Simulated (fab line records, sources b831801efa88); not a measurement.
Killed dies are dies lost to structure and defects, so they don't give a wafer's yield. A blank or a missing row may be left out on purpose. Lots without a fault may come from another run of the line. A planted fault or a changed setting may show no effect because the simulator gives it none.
Chamber matching | flow sky130 | SKY_PASSIVATION_CVD_00 on pecvd-02: 3 sister chambers
The step deposits SiO2, target thk 90 nm. 20 wafers are shown with their chamber, then 10 later ones without.

WAFERS WITH THEIR CHAMBER
wafer  | chamber | heater_power_w (W)
L077.1 | 0       | 838
L077.2 | 2       | 682
L077.3 | 1       | 529
L077.4 | 0       | 630
L077.5 | 2       | 671
L077.6 | 1       | 550
L078.1 | 2       | 723
L078.3 | 0       | 762
L078.6 | 1       | 607
L083.1 | 1       | 660
L083.2 | 0       | 785
L083.3 | 2       | 610
L083.4 | 2       | 618
L083.5 | 0       | 800
L083.6 | 1       | 635
L086.1 | 0       | 818
L086.2 | 1       | 610
L086.3 | 1       | 613
L086.4 | 0       | 644
L086.5 | 0       | 658

SIGNATURES (means of the wafers above)
reading        | chamber 0 | chamber 1 | chamber 2 | scatter within a chamber
heater_power_w | 741.88    | 600.57    | 660.80    | 64.8
Rule: a wafer's distance from a chamber is the root of the sum, over the readings, of the square of ((its reading less the chamber's mean) divided by the reading's scatter). The wafer belongs to the nearest chamber; if the next one is less than 2 further off, it can't be placed. The scatter: the root of (the sum of the squares of (reading less its chamber's mean) over the shown wafers, divided by (wafers less chambers)).

WAFERS WITHOUT THEIR CHAMBER
wafer  | heater_power_w (W)
L086.6 | 631
L088.1 | 625
L088.3 | 771
L088.6 | 779
L089.1 | 559
L089.3 | 572
L089.6 | 570
L096.2 | 681
L096.3 | 577
L096.5 | 606

WHICH CHAMBER EACH WENT THROUGH
wafer  | from the rows above          | in truth
L086.6 | can't be placed: 2 or 1 or 0 | 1
L088.1 | can't be placed: 1 or 2 or 0 | 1
L088.3 | can't be placed: 0 or 2      | 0
L088.6 | can't be placed: 0 or 2      | 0
L089.1 | can't be placed: 1 or 2      | 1
L089.3 | can't be placed: 1 or 2      | 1
L089.6 | can't be placed: 1 or 2      | 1
L096.2 | can't be placed: 2 or 0 or 1 | 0
L096.3 | can't be placed: 1 or 2      | 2
L096.5 | can't be placed: 1 or 2      | 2
Placed correctly: 0 of 10. Can't be placed from these rows: 10 (the true chamber is among the candidates in 10). Placed wrongly: 0.
